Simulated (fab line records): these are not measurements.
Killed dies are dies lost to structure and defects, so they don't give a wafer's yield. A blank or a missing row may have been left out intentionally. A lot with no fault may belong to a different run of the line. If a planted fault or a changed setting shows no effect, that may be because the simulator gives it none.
Which of the tools did it? | flow gf180mcu | 6 lots with 18 wafers sampled at 3 steps, on a route of 602 steps

WHAT EACH GAUGE READ, for each wafer
GF_V4_CD_MEAS_14: the cd target is 260 nm.
lot  | measured     | on        | cd_nm (nm)
L124 | day 25 02:31 | cd_sem-02 | 257.5 258.3 258.2
L127 | day 26 05:28 | cd_sem-02 | 261.4 261.3 261.2
L130 | day 27 08:32 | cd_sem-01 | 260.5 260.8 260.9
L138 | day 29 15:51 | cd_sem-02 | 267.7 268.1 267.2
L142 | day 30 15:31 | cd_sem-01 | 261.4 260.5 260.7
L144 | day 31 01:31 | cd_sem-02 | 259.0 259.7 259.3

EACH LOT AND THE TOOL THAT RAN IT (in order: tool; ch and the chambers of the sampled wafers; start)
lot  | GF_V3_SPUTTER_22             | GF_V4_EXPOSE_11
L124 | pvd_sputter-03, day 23 04:08 | krf_scanner-02 ch 0, day 24 15:43
L127 | pvd_sputter-03, day 24 08:22 | krf_scanner-01 ch 0, day 25 19:17
L130 | pvd_sputter-01, day 25 11:52 | krf_scanner-02 ch 0, day 26 22:43
L138 | pvd_sputter-01, day 27 23:13 | krf_scanner-02 ch 0, day 29 06:27
L142 | pvd_sputter-02, day 29 00:28 | krf_scanner-01 ch 0, day 30 07:12
L144 | pvd_sputter-02, day 29 10:28 | krf_scanner-01 ch 0, day 30 16:35
- GF_V3_SPUTTER_22: material TiN, target thk 10 nm, time 40 s.
- GF_V4_EXPOSE_11: exposes mask Via4, target cd 260 nm.

THE ANSWER, worked out from the rows above alone
Rule: usual is defined by the lots themselves. Put in order of their means at a reading, lots are off if they are a third of the lots or fewer, leave a main group of 4 or more, and stand apart from it by a gap of 3 or more times the standard deviation of the main group's means; of several such gaps the widest counts. A main group is skipped when, at the precision printed for the reading in the tables above, its means are all equal. A lot without any number at a reading at which 4 lots or more have one is off too. Any other lot the step has rows for is counted as sound.
Off: L138, at GF_V4_CD_MEAS_14 (cd_nm). Mean 260.0 nm and standard deviation 1.2 in the main group.
If a tool, at a process step before that reading, ran all the lots that are off and no sound lot after the first of them, it fits. Those tools and the gauges at GF_V4_CD_MEAS_14 are tried in the same way. Undecided on this evidence; 2 tools fit (pvd_sputter-01 at GF_V3_SPUTTER_22, krf_scanner-02 at GF_V4_EXPOSE_11).

WHAT THE SIMULATOR HAD PUT IN
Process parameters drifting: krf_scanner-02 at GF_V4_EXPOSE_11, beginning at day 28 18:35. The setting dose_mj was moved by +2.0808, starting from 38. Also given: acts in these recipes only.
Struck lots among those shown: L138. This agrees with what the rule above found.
